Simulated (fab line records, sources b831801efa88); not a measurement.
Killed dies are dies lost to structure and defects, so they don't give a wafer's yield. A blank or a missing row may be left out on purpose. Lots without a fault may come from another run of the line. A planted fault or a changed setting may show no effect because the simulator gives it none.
Which tool did it? | flow sky130 | 14 lots, 40 wafers sampled, at 6 steps of a route of 708

WHAT THE GAUGES READ, wafer by wafer
SKY_VIA1_OVL_MEAS_13.
lot  | measured     | on         | VIA1_OVL (nm)
L923 | day 34 19:44 | overlay-02 | -10 -3 -8
L925 | day 35 17:56 | overlay-01 | -4 0 -6
L927 | day 36 12:39 | overlay-02 | 7 3 1
L930 | day 36 23:14 | overlay-02 | 1 -8 -2
L931 | day 37 15:55 | overlay-02 | -2 4 -4
L932 | day 37 21:18 | overlay-01 | -2 3 -5
L935 | day 39 03:02 | overlay-02 | 3 7 -6
L938 | day 39 17:05 | overlay-02 | 1 -8 -7
L939 | day 39 19:24 | overlay-01 | 0 0 -1
L940 | day 39 21:47 | overlay-02 | -4 -2 0
L942 | day 40 06:46 | overlay-01 | 2 3 6
L944 | day 41 03:37 | overlay-01 | 2
L945 | day 41 06:59 | overlay-01 | 2 -1 5
L946 | day 41 20:41 | overlay-01 | -16 -5 -3

SKY_METAL2_RS_MEAS_05: measures by four-point-probe.
lot  | measured     | on            | METAL2_ALCU_RS (ohm/sq)
L923 | day 34 21:26 | film_metro-03 | 0.1312 0.1297 0.1295
L925 | day 35 19:29 | film_metro-03 | 0.1294 0.1318 0.1290
L927 | day 36 14:09 | film_metro-02 | 0.1288 0.1298 0.1292
L930 | day 37 00:43 | film_metro-04 | 0.1261 0.1293 0.1274
L931 | day 37 17:27 | film_metro-02 | 0.1280 0.1290 0.1290
L932 | day 37 22:50 | film_metro-02 | 0.1277 0.1293 0.1277
L935 | day 39 04:31 | film_metro-03 | 0.1260 0.1265 0.1260
L938 | day 39 18:34 | film_metro-02 | 0.1251 0.1276 0.1252
L939 | day 39 20:55 | film_metro-04 | 0.1296 0.1297 0.1287
L940 | day 39 23:16 | film_metro-03 | 0.1276 0.1275 0.1275
L942 | day 40 08:31 | film_metro-04 | 0.1265 0.0766 0.1273
L944 | day 41 05:11 | film_metro-02 | 0.0770
L945 | day 41 08:32 | film_metro-03 | 0.1260 0.1251 0.1236
L946 | day 41 22:12 | film_metro-03 | 0.1263 0.1281 0.1273

SKY_METAL2_THK_MEAS_06: measures by xrf.
lot  | measured     | on            | METAL2_ALCU_THK (nm)
L923 | day 34 21:33 | film_metro-03 | 242 246 245
L925 | day 35 19:36 | film_metro-03 | 249 244 249
L927 | day 36 14:16 | film_metro-02 | 248 247 248
L930 | day 37 00:50 | film_metro-04 | 253 247 251
L931 | day 37 17:34 | film_metro-02 | 249 246 247
L932 | day 37 22:57 | film_metro-02 | 250 248 250
L935 | day 39 04:38 | film_metro-03 | 254 251 255
L938 | day 39 18:41 | film_metro-02 | 256 250 255
L939 | day 39 21:01 | film_metro-04 | 244 244 249
L940 | day 39 23:23 | film_metro-03 | 252 251 251
L942 | day 40 08:37 | film_metro-04 | 254 413 252
L944 | day 41 05:16 | film_metro-02 | 411
L945 | day 41 08:39 | film_metro-03 | 254 253 257
L946 | day 41 22:19 | film_metro-03 | 255 248 251

WHICH TOOL RAN EACH LOT (tool, then ch and the chambers of the sampled wafers, then the start)
lot  | SKY_METAL1_ETCH_18                | SKY_METAL2_SPUTTER_00        | SKY_METAL2_SPUTTER_02
L923 | rie_metal-03 ch 0,1, day 33 15:52 | pvd_sputter-03, day 34 21:17 | pvd_sputter-03, day 34 21:20
L925 | rie_metal-04 ch 0,1, day 34 13:13 | pvd_sputter-03, day 35 19:20 | pvd_sputter-03, day 35 19:23
L927 | rie_metal-03 ch 0,1, day 35 08:24 | pvd_sputter-03, day 36 14:01 | pvd_sputter-03, day 36 14:03
L930 | rie_metal-04 ch 0,1, day 35 18:29 | pvd_sputter-01, day 37 00:35 | pvd_sputter-01, day 37 00:38
L931 | rie_metal-04 ch 0,1, day 36 12:40 | pvd_sputter-03, day 37 17:17 | pvd_sputter-03, day 37 17:20
L932 | rie_metal-03 ch 0, day 36 17:08   | pvd_sputter-01, day 37 22:41 | pvd_sputter-01, day 37 22:44
L935 | rie_metal-01 ch 0,1, day 38 00:03 | pvd_sputter-01, day 39 04:23 | pvd_sputter-01, day 39 04:26
L938 | rie_metal-01 ch 0,1, day 38 14:49 | pvd_sputter-03, day 39 18:26 | pvd_sputter-03, day 39 18:29
L939 | rie_metal-04 ch 0,1, day 38 16:59 | pvd_sputter-01, day 39 20:44 | pvd_sputter-01, day 39 20:47
L940 | rie_metal-01 ch 1, day 38 19:04   | pvd_sputter-01, day 39 23:08 | pvd_sputter-01, day 39 23:11
L942 | rie_metal-03 ch 0,1, day 39 04:07 | pvd_sputter-01, day 40 08:21 | pvd_sputter-01, day 40 08:24
L944 | rie_metal-01 ch 0, day 40 01:04   | pvd_sputter-01, day 41 04:59 | pvd_sputter-01, day 41 05:01
L945 | rie_metal-03 ch 0, day 40 05:28   | pvd_sputter-04, day 41 08:23 | pvd_sputter-04, day 41 08:26
L946 | rie_metal-03 ch 0,1, day 40 18:10 | pvd_sputter-03, day 41 22:04 | pvd_sputter-03, day 41 22:07
- SKY_METAL1_ETCH_18: etches BARC in N2/H2, stops on SiO2, time 45.9 s, target depth 60 nm.
- SKY_METAL2_SPUTTER_00: material Ti, target thk 15 nm, time 10 s.
- SKY_METAL2_SPUTTER_02: material AlCu, target thk 250 nm, time 13.3 s.

WHAT THE TOOLS THEMSELVES READ (means of the sampled wafers that have a number; where no wafer has one, the mark that the record gives instead)
SKY_METAL1_ETCH_18.
lot  | tool         | drypump_motor_current_A (A) | oes_product_au (a.u.) | throttle_valve_pct (%)
L923 | rie_metal-03 | 5.4                         | 0.852                 | 13.228
L925 | rie_metal-04 | 5.4                         | 0.855                 | 13.214
L927 | rie_metal-03 | 5.2                         | 0.855                 | 13.232
L930 | rie_metal-04 | 5.4                         | 0.853                 | 13.228
L931 | rie_metal-04 | 5.4                         | 0.858                 | 13.225
L932 | rie_metal-03 | 5.0                         | 0.853                 | 13.220
L935 | rie_metal-01 | 5.5                         | 0.853                 | 13.218
L938 | rie_metal-01 | 5.5                         | 0.853                 | 13.219
L939 | rie_metal-04 | 5.6                         | 0.861                 | 13.216
L940 | rie_metal-01 | 5.3                         | 0.856                 | 13.221
L942 | rie_metal-03 | 5.3                         | 0.855                 | 13.225
L944 | rie_metal-01 | 5.7                         | 0.858                 | 13.233
L945 | rie_metal-03 | 5.1                         | 0.851                 | 13.232
L946 | rie_metal-03 | 5.5                         | 0.852                 | 13.235

SKY_METAL2_SPUTTER_00.
lot  | tool           | throttle_valve_pct (%)
L923 | pvd_sputter-03 | 29.2
L925 | pvd_sputter-03 | 29.2
L927 | pvd_sputter-03 | 29.3
L930 | pvd_sputter-01 | 30.6
L931 | pvd_sputter-03 | 28.9
L932 | pvd_sputter-01 | 30.6
L935 | pvd_sputter-01 | 31.3
L938 | pvd_sputter-03 | 29.4
L939 | pvd_sputter-01 | 31.3
L940 | pvd_sputter-01 | 31.4
L942 | pvd_sputter-01 | 31.2
L944 | pvd_sputter-01 | 31.1
L945 | pvd_sputter-04 | 30.1
L946 | pvd_sputter-03 | 29.3

SKY_METAL2_SPUTTER_02.
lot  | tool           | throttle_valve_pct (%)
L923 | pvd_sputter-03 | 29.5
L925 | pvd_sputter-03 | 29.3
L927 | pvd_sputter-03 | 29.2
L930 | pvd_sputter-01 | 30.7
L931 | pvd_sputter-03 | 28.9
L932 | pvd_sputter-01 | 30.6
L935 | pvd_sputter-01 | 31.2
L938 | pvd_sputter-03 | 29.4
L939 | pvd_sputter-01 | 31.2
L940 | pvd_sputter-01 | 31.3
L942 | pvd_sputter-01 | 31.1
L944 | pvd_sputter-01 | 31.3
L945 | pvd_sputter-04 | 30.1
L946 | pvd_sputter-03 | 29.5

THE ANSWER, worked out from the rows above alone
Rule: what is usual is taken from the lots themselves. Put in order of their means at a reading, lots are off if they are a third of the lots or fewer, leave a main group of 4 or more, and stand apart from it by a gap of 3 or more times the standard deviation of the main group's means; of several such gaps the widest counts. A main group whose means are all the same, to the digits that the tables above print for the reading, isn't used. A lot without any number at a reading at which 4 lots or more have one is off too. The other lots that the step has rows for count as sound. The gauges are gone through in route order, then the tools' own readings, and for those a lot's mean is taken as printed above. The first step at which some lot is off is used, and at that step the reading that is off furthest; a lot without a number counts as furthest.
Off: L942, L944, at SKY_METAL2_RS_MEAS_05 (METAL2_ALCU_RS). The main group: mean 0.1279 ohm/sq, standard deviation 0.0016.
A tool fits if, at a process step before that reading, it ran every lot that is off, and no sound lot after the first of them. The gauges at SKY_METAL2_RS_MEAS_05 are tried like those tools. One fits: pvd_sputter-01 at SKY_METAL2_SPUTTER_00 and SKY_METAL2_SPUTTER_02. At SKY_METAL2_SPUTTER_00 its last sound lot is L940 (day 39 23:08), its first lot that is off L942 (day 40 08:21): a fault that began between those two fits.

WHAT THE SIMULATOR HAD PUT IN
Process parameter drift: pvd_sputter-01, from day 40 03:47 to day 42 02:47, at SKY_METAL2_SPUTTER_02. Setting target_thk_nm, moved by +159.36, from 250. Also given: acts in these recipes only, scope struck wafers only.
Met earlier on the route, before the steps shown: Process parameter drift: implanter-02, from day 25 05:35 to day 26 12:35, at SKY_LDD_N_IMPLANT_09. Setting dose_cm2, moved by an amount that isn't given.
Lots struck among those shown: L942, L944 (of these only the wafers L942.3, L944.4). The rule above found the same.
